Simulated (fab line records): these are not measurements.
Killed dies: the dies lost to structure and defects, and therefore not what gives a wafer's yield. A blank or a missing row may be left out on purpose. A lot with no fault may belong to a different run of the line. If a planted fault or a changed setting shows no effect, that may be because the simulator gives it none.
Which tool was responsible? / flow gf180mcu / 12 lots with 36 wafers sampled at 3 steps, on a route of 602 steps

== WHAT THE GAUGES READ, wafer by wafer ==
GF_V3_THK_MEAS_01.
lot=L724; measured=day 22 11:34; on=film_metro-03; V3_CVD_00_THK (nm)=602 595 601
lot=L725; measured=day 22 22:50; on=film_metro-01; V3_CVD_00_THK (nm)=596 590 599
lot=L726; measured=day 22 23:59; on=film_metro-01; V3_CVD_00_THK (nm)=593 580 591
lot=L730; measured=day 24 10:33; on=film_metro-03; V3_CVD_00_THK (nm)=602 602 593
lot=L731; measured=day 25 00:14; on=film_metro-03; V3_CVD_00_THK (nm)=596 599 597
lot=L735; measured=day 26 04:26; on=film_metro-01; V3_CVD_00_THK (nm)=598 600 598
lot=L736; measured=day 26 05:35; on=film_metro-02; V3_CVD_00_THK (nm)=602 592 605
lot=L740; measured=day 27 11:10; on=film_metro-03; V3_CVD_00_THK (nm)=611 602 306
lot=L741; measured=day 27 19:16; on=film_metro-02; V3_CVD_00_THK (nm)=613 304 613
lot=L743; measured=day 28 02:35; on=film_metro-01; V3_CVD_00_THK (nm)=594 597 595
lot=L744; measured=day 28 11:05; on=film_metro-01; V3_CVD_00_THK (nm)=596 591 594
lot=L747; measured=day 29 11:09; on=film_metro-02; V3_CVD_00_THK (nm)=599 600 597

GF_V3_OVL_MEAS_15.
lot=L724; measured=day 23 11:53; on=overlay-02; V3_OVL (nm)=-12 -10 -10
lot=L725; measured=day 23 21:46; on=overlay-02; V3_OVL (nm)=-1 1 0
lot=L726; measured=day 23 23:20; on=overlay-02; V3_OVL (nm)=-2 -2 1
lot=L730; measured=day 25 06:08; on=overlay-02; V3_OVL (nm)=3 -3 6
lot=L731; measured=day 25 22:08; on=overlay-01; V3_OVL (nm)=1 2 -5
lot=L735; measured=day 27 02:23; on=overlay-01; V3_OVL (nm)=-8 -8 -10
lot=L736; measured=day 27 02:44; on=overlay-02; V3_OVL (nm)=-3 -5 -9
lot=L740; measured=day 28 07:52; on=overlay-01; V3_OVL (nm)=-11 -13 -5
lot=L741; measured=day 28 15:41; on=overlay-01; V3_OVL (nm)=-6 -9 -4
lot=L743; measured=day 28 22:44; on=overlay-02; V3_OVL (nm)=0 2 0
lot=L744; measured=day 29 06:59; on=overlay-01; V3_OVL (nm)=-1 4 1
lot=L747; measured=day 30 06:57; on=overlay-02; V3_OVL (nm)=-6 1 4

== WHAT TOOL EACH LOT RAN ON (gives the tool, then ch and the chambers of the sampled wafers, and finally the start) ==
lot=L724; GF_V3_CVD_00=hdpcvd-02 ch 0,1, day 22 11:28
lot=L725; GF_V3_CVD_00=hdpcvd-01 ch 0,1,2, day 22 22:46
lot=L726; GF_V3_CVD_00=hdpcvd-01 ch 0,1,2, day 22 23:55
lot=L730; GF_V3_CVD_00=hdpcvd-01 ch 0,1, day 24 10:28
lot=L731; GF_V3_CVD_00=hdpcvd-01 ch 0,1,2, day 25 00:09
lot=L735; GF_V3_CVD_00=hdpcvd-02 ch 0,1, day 26 04:22
lot=L736; GF_V3_CVD_00=hdpcvd-01 ch 0,1,2, day 26 05:29
lot=L740; GF_V3_CVD_00=hdpcvd-02 ch 0,1,2, day 27 11:06
lot=L741; GF_V3_CVD_00=hdpcvd-02 ch 0,1, day 27 19:11
lot=L743; GF_V3_CVD_00=hdpcvd-01 ch 0,1,2, day 28 02:31
lot=L744; GF_V3_CVD_00=hdpcvd-01 ch 0,1,2, day 28 11:00
lot=L747; GF_V3_CVD_00=hdpcvd-01 ch 0,1,2, day 29 11:04
- GF_V3_CVD_00: deposits SiO2, target thk 600 nm, time 100 s.

== WHAT THE TOOLS THEMSELVES READ (means of the sampled wafers that have a number; where no wafer has one, the mark that the record gives instead) ==
GF_V3_CVD_00.
lot=L724; tool=hdpcvd-02; sih4_flow_sccm (sccm)=60.13
lot=L725; tool=hdpcvd-01; sih4_flow_sccm (sccm)=60.16
lot=L726; tool=hdpcvd-01; sih4_flow_sccm (sccm)=60.03
lot=L730; tool=hdpcvd-01; sih4_flow_sccm (sccm)=60.03
lot=L731; tool=hdpcvd-01; sih4_flow_sccm (sccm)=59.95
lot=L735; tool=hdpcvd-02; sih4_flow_sccm (sccm)=59.90
lot=L736; tool=hdpcvd-01; sih4_flow_sccm (sccm)=59.91
lot=L740; tool=hdpcvd-02; sih4_flow_sccm (sccm)=50.00
lot=L741; tool=hdpcvd-02; sih4_flow_sccm (sccm)=50.04
lot=L743; tool=hdpcvd-01; sih4_flow_sccm (sccm)=60.12
lot=L744; tool=hdpcvd-01; sih4_flow_sccm (sccm)=59.85
lot=L747; tool=hdpcvd-01; sih4_flow_sccm (sccm)=59.84

== THE ANSWER, worked out from the rows above alone ==
Rule: the lots themselves supply what counts as usual. The widest of any qualifying gaps counts: lots, ordered by their means at a reading, are off when they make up no more than a third of the lots, leave a main group of 4 or more, and stand apart from it by 3 or more times the standard deviation of that group's means. If all means in a main group match to the digits the tables above print for the reading, that group is not used. A lot without any number at a reading at which 4 lots or more have one is off too. Any other lot the step has rows for is counted as sound. Order of review: gauges by route order, followed by the tools' own readings, for which a lot's mean as printed above is used. At the first step where some lot is off, the reading lying furthest off is the one used; lots without a number count as furthest.
Off: at GF_V3_THK_MEAS_01 (V3_CVD_00_THK), L740, L741. For the main group the mean is 596 nm and the standard deviation 3.4.
If a tool, at a process step before that reading, ran all the lots that are off and no sound lot after the first of them, it fits. The gauges at GF_V3_THK_MEAS_01 aren't tried: what is off there is off at GF_V3_CVD_00 too, on other tools, and a gauge's error can't cause that. One fits: GF_V3_CVD_00 on hdpcvd-02. Its last sound lot is L735 (day 26 04:22), its first lot that is off L740 (day 27 11:06): a fault that began between those two fits.
On the lots that are off, the tool's own readings at GF_V3_CVD_00 differ by more than 5 times the standard deviation of the sound lots' means, which bears it out; sih4_flow_sccm reads 50.02 sccm there versus 59.99 sccm on the sound lots.

== WHAT WAS PUT IN BY THE SIMULATOR ==
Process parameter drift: hdpcvd-02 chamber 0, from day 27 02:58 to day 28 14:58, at GF_V3_CVD_00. From 60, the setting sih4_flow_sccm moved by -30. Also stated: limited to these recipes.
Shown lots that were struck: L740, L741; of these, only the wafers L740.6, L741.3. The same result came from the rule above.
